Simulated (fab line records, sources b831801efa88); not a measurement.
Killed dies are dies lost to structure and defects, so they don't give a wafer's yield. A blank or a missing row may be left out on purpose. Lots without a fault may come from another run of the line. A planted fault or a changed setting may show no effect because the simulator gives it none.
A struck lot beside a sound one | flow gf180mcu | 33 steps out of a route of 602
Sound: wafers L372.2, L372.3, L372.6. Struck: wafers L378.1, L378.2, L378.3. The cause comes at the end.
At each step with rows: each side's tool, then ch and its chambers, then its first start. Under that, the readings that differ: sound wafers | struck wafers | difference of the means | sigmas: that difference in standard deviations of wafers without a fault.
alike: readings whose means differ by less than 2 such deviations, and words and numbers that are the same on both sides. not compared: withheld readings, readings that some wafer has no value for, bounds like >300 that may hide the same value, and numbers for which the record gives no deviation and whose values overlap.
The two part at a step that has a row with sigmas, a row that says differs or no value, or rows on one side only. Numbers that don't overlap but have no deviation are shown without sigmas and don't part them. A reading that every wafer of one side lacks parts them only if that side has two wafers or more.

first, 1 step without rows for these wafers: GF_HV_LDD_CVD_56 (deposits Si3N4 from DCS/NH3, target thk 90 nm, time 1543 s).
GF_HV_LDD_THK_MEAS_57:
  sound on film_metro-03, day 12 23:50; struck on film_metro-03, day 15 05:04
  alike: HV_LDD_CVD_56_THK
GF_HV_LDD_ETCHBACK_58: etches Si3N4 in CH3F/O2, stops on SiO2, time 100 s, target depth 90 nm.
  sound on rie_diel-03 ch 0,2,3, day 12 23:53; struck on rie_diel-04 ch 0,2,3, day 15 05:08
  alike: ch3f_flow_sccm, drypump_motor_current_A, oes_product_au, throttle_valve_pct
  not compared: rf_hours_counter_h
then, 7 steps without rows for these wafers: GF_NSD_DEHYDRATE_00 (time 60 s); GF_NSD_HMDS_01 (prime time 60 s); GF_NSD_COAT_02 (resist thk 1000 nm); GF_NSD_SOFTBAKE_03 (time 58.89 s); GF_NSD_EXPOSE_04 (exposes mask Nplus, target cd 400 nm); GF_NSD_PEB_05; GF_NSD_DEVELOP_06 (develop time 60 s).
GF_NSD_CD_MEAS_07: target cd 400 nm.
  sound on cd_sem-02, day 13 20:05; struck on cd_sem-01, day 16 02:56
  alike: cd_nm
GF_NSD_OVL_MEAS_08:
  sound on overlay-01, day 13 20:11; struck on overlay-01, day 16 03:03
  alike: NSD_OVL
GF_NSD_IMPLANT_09:
  sound on implanter-03 ch 0, day 13 20:14; struck on implanter-02 ch 0, day 16 03:16
  reading                   | sound                | struck               | difference | sigmas
  beam_energy_keV           | 59.952 59.994 59.959 | 76.064 76.073 76.084 | +16.105    | +99 or more
  model.implant.rp_nm (nm)  | 36.78 36.78 36.78    | 45.88 45.88 45.88    | +9.10      |
  model.implant.drp_nm (nm) | 16.15 16.15 16.15    | 19.39 19.39 19.39    | +3.24      |
then, 1 step without rows for these wafers: GF_NSD_IMPLANT_10.
GF_NSD_STRIP_11: strips in O2/N2.
  sound on plasma_asher-02 ch 0,1, day 13 20:31; struck on plasma_asher-03 ch 0,1, day 16 03:34
  reading                      | sound             | struck            | difference | sigmas
  oes_product_au (a.u.)        | 0.488 0.489 0.494 | 0.464 0.463 0.461 | -0.028     | -6
  strip_time_to_endpoint_s (s) | 22.99 22.95 22.96 | 25.19 25.19 25.18 | +2.22      | +62
  alike: drypump_motor_current_A, heater_power_w
  not compared: rf_hours_counter_h
GF_NSD_TW_MEAS_12:
  sound on film_metro-04, day 13 20:37; struck on film_metro-04, day 16 03:40
  reading | sound          | struck         | difference | sigmas
  NSD_TW  | 4139 4157 4162 | 4416 4429 4434 | +274       | +9
then, 7 steps without rows for these wafers: GF_PSD_DEHYDRATE_00 (time 60 s); GF_PSD_HMDS_01 (prime time 60 s); GF_PSD_COAT_02 (resist thk 1000 nm); GF_PSD_SOFTBAKE_03 (time 57.88 s); GF_PSD_EXPOSE_04 (exposes mask Pplus, target cd 400 nm); GF_PSD_PEB_05; GF_PSD_DEVELOP_06 (develop time 60 s).
GF_PSD_CD_MEAS_07: target cd 400 nm.
  sound on cd_sem-01, day 14 17:49; struck on cd_sem-01, day 17 01:40
  alike: cd_nm
GF_PSD_OVL_MEAS_08:
  sound on overlay-01, day 14 17:55; struck on overlay-02, day 17 01:47
  alike: PSD_OVL
then, 1 step without rows for these wafers: GF_PSD_IMPLANT_09.
GF_PSD_STRIP_10: strips in O2/N2.
  sound on plasma_asher-04 ch 0,1, day 14 18:06; struck on plasma_asher-01 ch 0,1, day 17 01:58
  reading                      | sound             | struck            | difference | sigmas
  strip_time_to_endpoint_s (s) | 16.52 16.54 16.50 | 16.63 16.67 16.63 | +0.12      | +3
  alike: drypump_motor_current_A, heater_power_w, oes_product_au
  not compared: rf_hours_counter_h
GF_PSD_TW_MEAS_11:
  sound on film_metro-04, day 14 18:13; struck on film_metro-02, day 17 02:04
  alike: PSD_TW
then, 1 step without rows for these wafers: GF_PSD_CLEAN_12 (cleans in SC1/SC2, time 150 s).
GF_PSD_RTA_13: time 20 s.
  sound on rtp_anneal-01 ch 0, day 14 18:19; struck on rtp_anneal-02 ch 0, day 17 02:10
  reading            | sound          | struck         | difference | sigmas
  lamp_power_pct (%) | 33.9 33.9 34.0 | 30.8 30.8 30.9 | -3.1       | -2
  alike: wafer_temp_C_max
GF_PSD_RS_MEAS_14: measures by four-point-probe.
  sound on film_metro-02, day 14 18:25; struck on film_metro-01, day 17 02:20
  reading         | sound             | struck            | difference | sigmas
  NSD_RS (ohm/sq) | 45.97 45.96 45.94 | 42.20 42.24 42.21 | -3.74      | -29
GF_PSD_RS_MEAS_15: measures by four-point-probe.
  sound on film_metro-02, day 14 18:32; struck on film_metro-01, day 17 02:28
  alike: PSD_RS
GF_PASSIVATION_PROBE_99:
  the record has rows for the sound wafers here (prober-02, day 29 12:11) and none for the struck ones

WHERE THEY PART
First at GF_NSD_IMPLANT_09; last, within this record, at GF_PASSIVATION_PROBE_99.

WHY: what the simulator had put in
Process parameter drift: implanter-02, from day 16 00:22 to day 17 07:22, at GF_NSD_IMPLANT_09. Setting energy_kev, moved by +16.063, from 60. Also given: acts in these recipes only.
